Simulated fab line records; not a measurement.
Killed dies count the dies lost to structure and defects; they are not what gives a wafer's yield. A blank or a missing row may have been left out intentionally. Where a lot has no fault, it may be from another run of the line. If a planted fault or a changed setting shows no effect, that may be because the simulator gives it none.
fab line records	flow gf180mcu
[record] lots = 12	wafers = 36	lastDay = 34
route steps=602 shown V2@403 M3@411
lots with no fault: from the same line, run without faults
startH: hours from the record's first day to the start of the lot's first wafer shown	waitH: hours elapsed since this lot's preceding step	" unchanged from the row above	L1.1+2: a row that stands for several wafers	- either no value or no given start	* or withheld: withheld	< > ~ a bound
route shown NAME@n: NAME is a module with steps in the file, n the number in the route of the first one	usual: mean and standard deviation over wafers with no fault	same: alike in all rows	chamber/n: place in a boat	sites: each site's reading	_std_site: standard deviation of those values	_edge_site: mean of outer sites minus mean of inner sites	radiusMm: how far each site lies from the wafer's centre	mask NAME#n: copy n	behind: the most recent tool/chamber to have shaped the wafer	hold: cause of the lot's hold/its duration in hours/its outcome	device: transistor that didn't switch, given as n, p or np	end of line: at the end of the route, the tests of the same wafers	a step given without rows: its recipe and nothing more	killed: count of dies lost to structure and defects at first sort (not the wafer's yield)	map: per-die view of a wafer (x killed, . not killed, _ where there is no die)
set.NAME: the run value of the setting; set.NAME@STEP: its run value at that earlier step	model.NAME: the simulator's own value behind a step, which no gauge read
one table for each step of the route and one row for each wafer, over a sample of lots
services: a tool's chamber out of use, with start hour (startH, from the record's first day; less than 0 if before it), hours out, and reason
[[steps]]
[step GF_V2_SPUTTER_21]
[recipe] material = Ti	targetThkNm = 15	chamberPressurePa = 5	powerW = 2500	substrateTempC = 200	timeS = 80.02
[usual] throttleValvePct = 29.9/0.88
lot.wafer	tool	chamber	startH	waitH	throttleValvePct
L210.1	pvdSputter-01	-	474.20	0.0	28.9
L210.4	"	-	"	"	29.6
L210.5	"	-	"	"	29.6
L211.1	pvdSputter-02	-	485.24	0.0	29.0
L211.2	"	-	"	"	29.9
L211.6	"	-	"	"	29.9
L212.1	pvdSputter-01	-	487.84	0.0	29.0
L212.4	"	-	"	"	29.4
L212.6	"	-	"	"	29.3
L214.1	pvdSputter-02	-	511.58	0.0	28.9
L214.5	"	-	"	"	31.7
L214.6	"	-	"	"	28.7
L215.2	pvdSputter-02	-	518.92	0.0	28.6
L215.5	"	-	"	"	30.5
L215.6	"	-	"	"	29.0
L216.1	pvdSputter-04	-	523.06	0.0	30.5
L216.3	"	-	"	"	28.6
L216.6	"	-	"	"	30.2
L217.1	pvdSputter-01	-	542.24	0.0	29.2
L217.5	"	-	"	"	29.4
L217.6	"	-	"	"	29.1
L218.3	pvdSputter-04	-	545.17	0.0	29.1
L218.5	"	-	"	"	30.2
L218.6	"	-	"	"	29.0
L219.1	pvdSputter-02	-	553.57	0.0	31.4
L219.3	"	-	"	"	30.0
L219.5	"	-	"	"	28.8
L220.1	pvdSputter-01	-	564.63	0.0	29.2
L220.5	"	-	"	"	29.2
L220.6	"	-	"	"	30.8
L222.1	pvdSputter-02	-	575.53	0.0	30.6
L222.5	"	-	"	"	30.2
L222.6	"	-	"	"	31.5
L232.2	pvdSputter-04	-	647.92	0.0	28.7
L232.5	"	-	"	"	28.5
L232.6	"	-	"	"	29.6
[step GF_M3_SPUTTER_02]
[recipe] material = AlCu	targetThkNm = 450	powerW = 10600	timeS = 23.9	chamberPressurePa = 0.4
[usual] throttleValvePct = 29.9/0.69
lot.wafer	tool	chamber	startH	waitH	throttleValvePct
L210.1	pvdSputter-03	-	475.03	0.0	29.6
L210.4	"	-	"	"	30.1
L210.5	"	-	"	"	30.0
L211.1	pvdSputter-04	-	486.06	0.0	29.9
L211.2	"	-	"	"	28.7
L211.6	"	-	"	"	30.1
L212.1	pvdSputter-02	-	488.66	0.0	30.5
L212.4	"	-	"	"	30.2
L212.6	"	-	"	"	30.1
L214.1	pvdSputter-03	-	512.40	0.0	31.1
L214.5	"	-	"	"	31.0
L214.6	"	-	"	"	29.9
L215.2	pvdSputter-03	-	519.74	0.0	30.0
L215.5	"	-	"	"	29.3
L215.6	"	-	"	"	30.3
L216.1	pvdSputter-03	-	523.88	0.0	29.6
L216.3	"	-	"	"	29.6
L216.6	"	-	"	"	30.0
L217.1	pvdSputter-03	-	543.07	0.0	29.5
L217.5	"	-	"	"	29.5
L217.6	"	-	"	"	29.3
L218.3	pvdSputter-03	-	546.00	0.0	29.4
L218.5	"	-	"	"	30.1
L218.6	"	-	"	"	29.2
L219.1	pvdSputter-04	-	554.40	0.0	28.7
L219.3	"	-	"	"	30.4
L219.5	"	-	"	"	29.2
L220.1	pvdSputter-03	-	565.45	0.0	29.6
L220.5	"	-	"	"	30.2
L220.6	"	-	"	"	29.7
L222.1	pvdSputter-04	-	576.61	0.0	28.6
L222.5	"	-	"	"	28.6
L222.6	"	-	"	"	29.0
L232.2	pvdSputter-02	-	648.75	0.0	30.3
L232.5	"	-	"	"	30.5
L232.6	"	-	"	"	31.5
[step GF_M3_SPUTTER_04]
[recipe] material = TiN	targetThkNm = 50	powerW = 6500	timeS = 41.7	chamberPressurePa = 0.4
[usual] throttleValvePct = 29.9/0.71
lot.wafer	tool	chamber	startH	waitH	throttleValvePct
L210.1	pvdSputter-03	-	475.08	0.0	29.3
L210.4	"	-	"	"	30.0
L210.5	"	-	"	"	30.2
L211.1	pvdSputter-04	-	486.11	0.0	29.9
L211.2	"	-	"	"	28.7
L211.6	"	-	"	"	30.2
L212.1	pvdSputter-02	-	488.71	0.0	30.7
L212.4	"	-	"	"	30.0
L212.6	"	-	"	"	30.0
L214.1	pvdSputter-03	-	512.45	0.0	30.8
L214.5	"	-	"	"	30.9
L214.6	"	-	"	"	30.0
L215.2	pvdSputter-03	-	519.80	0.0	30.0
L215.5	"	-	"	"	29.5
L215.6	"	-	"	"	30.1
L216.1	pvdSputter-03	-	523.93	0.0	29.4
L216.3	"	-	"	"	29.6
L216.6	"	-	"	"	30.0
L217.1	pvdSputter-03	-	543.12	0.0	29.6
L217.5	"	-	"	"	29.5
L217.6	"	-	"	"	29.3
L218.3	pvdSputter-03	-	546.05	0.0	29.5
L218.5	"	-	"	"	30.1
L218.6	"	-	"	"	29.1
L219.1	pvdSputter-04	-	554.45	0.0	28.8
L219.3	"	-	"	"	30.3
L219.5	"	-	"	"	29.2
L220.1	pvdSputter-03	-	565.50	0.0	29.9
L220.5	"	-	"	"	29.9
L220.6	"	-	"	"	29.5
L222.1	pvdSputter-04	-	576.66	0.0	28.8
L222.5	"	-	"	"	28.6
L222.6	"	-	"	"	29.2
L232.2	pvdSputter-02	-	648.80	0.0	30.3
L232.5	"	-	"	"	30.7
L232.6	"	-	"	"	31.6
[step GF_M3_EXPOSE_11]
[recipe] maskId = Metal3	targetCdNm = 280	na = 0.68	sourceShape = conventional	sigmaOuter = 0.6	doseMj = 28
[usual] reticleTempC = 23.00/0.11
lot.wafer	tool	chamber	startH	waitH	mask	reticleTempC
L210.1	krfScanner-02	0	487.11	-	Metal3#0	22.97
L210.4	"	0	"	"	Metal3#0	22.72
L210.5	"	0	"	"	Metal3#0	22.78
L211.1	krfScanner-01	0	498.14	-	Metal3#0	22.93
L211.2	"	0	"	"	Metal3#0	23.01
L211.6	"	0	"	"	Metal3#0	22.96
L212.1	krfScanner-02	0	501.18	-	Metal3#0	22.98
L212.4	"	0	"	"	Metal3#0	22.93
L212.6	"	0	"	"	Metal3#0	22.94
L214.1	krfScanner-02	0	524.26	-	Metal3#0	23.15
L214.5	"	0	"	"	Metal3#0	23.03
L214.6	"	0	"	"	Metal3#0	23.04
L215.2	krfScanner-01	0	531.76	-	Metal3#0	23.23
L215.5	"	0	"	"	Metal3#0	22.94
L215.6	"	0	"	"	Metal3#0	23.00
L216.1	krfScanner-01	0	535.41	-	Metal3#0	23.13
L216.3	"	0	"	"	Metal3#0	23.04
L216.6	"	0	"	"	Metal3#0	23.09
L217.1	krfScanner-01	0	554.01	-	Metal3#0	23.05
L217.5	"	0	"	"	Metal3#0	23.09
L217.6	"	0	"	"	Metal3#0	22.94
L218.3	krfScanner-01	0	557.65	-	Metal3#0	23.10
L218.5	"	0	"	"	Metal3#0	23.13
L218.6	"	0	"	"	Metal3#0	22.95
L219.1	krfScanner-01	0	566.31	-	Metal3#0	23.25
L219.3	"	0	"	"	Metal3#0	22.90
L219.5	"	0	"	"	Metal3#0	22.95
L220.1	krfScanner-01	0	576.50	-	Metal3#0	22.84
L220.5	"	0	"	"	Metal3#0	22.85
L220.6	"	0	"	"	Metal3#0	22.82
L222.1	krfScanner-01	0	587.55	-	Metal3#0	23.00
L222.5	"	0	"	"	Metal3#0	23.04
L222.6	"	0	"	"	Metal3#0	23.23
L232.2	krfScanner-02	0	658.25	-	Metal3#0	23.10
L232.5	"	0	"	"	Metal3#0	23.09
L232.6	"	0	"	"	Metal3#0	23.13
[step GF_M3_CD_MEAS_14]
[recipe] targetCdNm = 280
[usual] cdNm = 279.9/1.1
lot.wafer	tool	chamber	startH	waitH	cdNm
L210.1	cdSem-01	-	498.96	0.1	279.7
L210.4	"	-	"	"	279.2
L210.5	"	-	"	"	279.4
L211.1	cdSem-02	-	509.47	0.2	280.5
L211.2	"	-	"	"	279.8
L211.6	"	-	"	"	280.4
L212.1	cdSem-02	-	512.91	0.1	279.7
L212.4	"	-	"	"	281.1
L212.6	"	-	"	"	281.4
L214.1	cdSem-01	-	535.46	0.1	279.2
L214.5	"	-	"	"	279.5
L214.6	"	-	"	"	280.1
L215.2	cdSem-01	-	543.13	0.1	279.1
L215.5	"	-	"	"	277.9
L215.6	"	-	"	"	278.7
L216.1	cdSem-01	-	545.95	0.1	280.6
L216.3	"	-	"	"	281.7
L216.6	"	-	"	"	281.0
L217.1	cdSem-02	-	565.21	0.1	280.0
L217.5	"	-	"	"	282.0
L217.6	"	-	"	"	281.6
L218.3	cdSem-01	-	568.14	0.1	279.0
L218.5	"	-	"	"	279.7
L218.6	"	-	"	"	280.0
L219.1	cdSem-02	-	576.56	0.1	279.9
L219.3	"	-	"	"	278.1
L219.5	"	-	"	"	278.9
L220.1	cdSem-01	-	587.11	0.2	267.8
L220.5	"	-	"	"	279.7
L220.6	"	-	"	"	279.3
L222.1	cdSem-01	-	597.91	0.1	268.3
L222.5	"	-	"	"	279.4
L222.6	"	-	"	"	278.6
L232.2	cdSem-01	-	668.03	0.1	283.8
L232.5	"	-	"	"	281.4
L232.6	"	-	"	"	281.9
[[services]]
tool	chamber	startH	hours	kind
pvdSputter-02	0	458.54	-	consumableReplace:kit
pvdSputter-02	0	458.54	18.0	scheduledDown
pvdSputter-02	0	458.54	18.0	ventCycle
krfScanner-02	-	474.06	0.3	repair
krfScanner-01	-	476.66	1.3	pm
krfScanner-01	-	483.30	4.4	pm
pvdSputter-01	-	489.34	14.7	repair
pvdSputter-02	-	501.48	8.9	repair
krfScanner-02	-	503.93	3.0	repair
krfScanner-01	-	509.10	0.8	pm
krfScanner-02	-	529.80	6.3	repair
krfScanner-02	-	531.94	5.5	repair
krfScanner-01	-	537.47	1.0	pm
pvdSputter-04	-	549.36	1.3	repair
krfScanner-02	-	556.81	1.0	pm
krfScanner-02	-	594.68	0.8	pm
krfScanner-02	-	597.87	1.3	pm
pvdSputter-03	2	600.72	-	consumableReplace:kit
pvdSputter-03	2	600.72	18.0	scheduledDown
pvdSputter-03	2	600.72	18.0	ventCycle
krfScanner-02	-	631.75	6.3	repair
pvdSputter-02	3	640.70	-	consumableReplace:kit
pvdSputter-01	-	650.81	1.4	repair
krfScanner-01	-	652.56	1.3	pm
[[key]]
[firstSign] step = GF_M3_CD_MEAS_14	reading = cdNm	direction = down	sigmas = 10	usual = 279.9	struck = 268.0
effect none on later readings
metAt GF_M3_EXPOSE_11
struckLots L220,L222
struckWafers L220.1,L222.1
notActingAt GF_V2_SPUTTER_21,GF_M3_SPUTTER_02,GF_M3_SPUTTER_04
onsetBetween 566.31 576.50
[fault] kind = processParameterDrift	tool = krfScanner-01	chamber = -	onsetH = 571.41	steps = GF_M3_EXPOSE_11	channel = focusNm	offset = 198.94	shape = step	endH = 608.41	scope = struckWafersOnly
